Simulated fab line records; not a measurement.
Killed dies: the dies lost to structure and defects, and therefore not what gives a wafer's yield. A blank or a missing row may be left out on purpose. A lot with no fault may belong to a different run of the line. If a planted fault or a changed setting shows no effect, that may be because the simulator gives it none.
A struck lot beside a sound one | flow sky130 | 15 out of 708 route steps
Sound: these wafers, L252.2, L252.3, L252.5. The struck wafers were L248.1, L248.2, L248.4. The cause comes at the end.
For every step that has rows: the tool of each side, followed by ch and its chambers, followed by its first start. Under that, the readings that differ: sound wafers | struck wafers | difference of the means | sigmas: that difference in standard deviations of wafers without a fault.
alike: readings with means less than 2 such deviations apart, plus words and numbers identical on both sides. not compared: withheld readings, readings lacking a value on some wafer, bounds such as >300 that could conceal the same value, and numbers that have no deviation in the record and whose values overlap.
Wherever a step has rows on one side only, a row that says differs or no value, or a row with sigmas, the two part there. Numbers that don't overlap but have no deviation are shown without sigmas and don't part them. A reading that every wafer of one side lacks parts them only if that side has two wafers or more.

first, 1 step without rows for these wafers: SKY_VT_ADJUST_LVTN_IMPLANT_19.
SKY_VT_ADJUST_LVTN_STRIP_20: strips in O2/N2.
  sound on plasma-asher-02 ch 0,1, day 12 02:11; struck on plasma-asher-03 ch 0,1, day 10 20:29
  reading                      | sound             | struck            | difference | sigmas
  strip-time-to-endpoint-s (s) | 14.17 14.14 14.14 | 14.24 14.23 14.27 | +0.10      | +2
  alike: chamber-pressure-mTorr, drypump-motor-current-A, oes-product-au
  not compared: rf-hours-counter-h
SKY_VT_ADJUST_LVTN_TW_MEAS_21:
  struck on film-metro-01, day 10 20:35; sound on film-metro-01, day 12 02:17
  alike: VT_ADJUST_LVTN_2_TW
then, 7 steps without rows for these wafers: SKY_VT_ADJUST_NCORE_DEHYDRATE_00 (time 60 s); SKY_VT_ADJUST_NCORE_HMDS_01 (prime time 60 s); SKY_VT_ADJUST_NCORE_COAT_02 (resist thk 1140 nm); SKY_VT_ADJUST_NCORE_SOFTBAKE_03 (time 60 s); SKY_VT_ADJUST_NCORE_EXPOSE_04 (exposes mask LVTN COMPLEMENT THIN, target cd 380 nm); SKY_VT_ADJUST_NCORE_PEB_05; SKY_VT_ADJUST_NCORE_DEVELOP_06 (develop time 60 s).
SKY_VT_ADJUST_NCORE_CD_MEAS_07: target cd 380 nm.
  struck on cd-sem-01, day 11 20:16; sound on cd-sem-01, day 13 02:31
  alike: cd-nm
SKY_VT_ADJUST_NCORE_OVL_MEAS_08:
  struck on overlay-01, day 11 20:23; sound on overlay-01, day 13 02:38
  alike: VT_ADJUST_NCORE_OVL
SKY_VT_ADJUST_NCORE_IMPLANT_09:
  struck on implanter-03, day 11 20:26; sound on implanter-03 ch 0, day 13 02:41
  no value came back on the struck wafers for beam-energy-keV, beam-on-s (s), implant-ion-amu; on the sound wafers beam-energy-keV reads 10.000 9.995 9.996
SKY_VT_ADJUST_NCORE_STRIP_10: strips in O2/N2.
  sound on plasma-asher-04 ch 0,1, day 13 02:49; struck on plasma-asher-04 ch 0,1, day 11 20:35
  reading                      | sound             | struck            | difference | sigmas
  strip-time-to-endpoint-s (s) | 14.14 14.15 14.17 | 14.28 14.31 14.29 | +0.14      | +3
  alike: chamber-pressure-mTorr, drypump-motor-current-A, oes-product-au
  not compared: rf-hours-counter-h
SKY_VT_ADJUST_NCORE_TW_MEAS_11:
  struck on film-metro-02, day 11 20:41; sound on film-metro-02, day 13 02:55
  reading            | sound             | struck         | difference | sigmas
  VT_ADJUST_NCORE_TW | 218.7 217.4 218.5 | 29.8 29.6 29.8 | -188.5     | -99 or more

WHERE THEY PART
Earliest at SKY_VT_ADJUST_LVTN_STRIP_20; latest, in this record, at SKY_VT_ADJUST_NCORE_TW_MEAS_11.

WHY: what the simulator had put in
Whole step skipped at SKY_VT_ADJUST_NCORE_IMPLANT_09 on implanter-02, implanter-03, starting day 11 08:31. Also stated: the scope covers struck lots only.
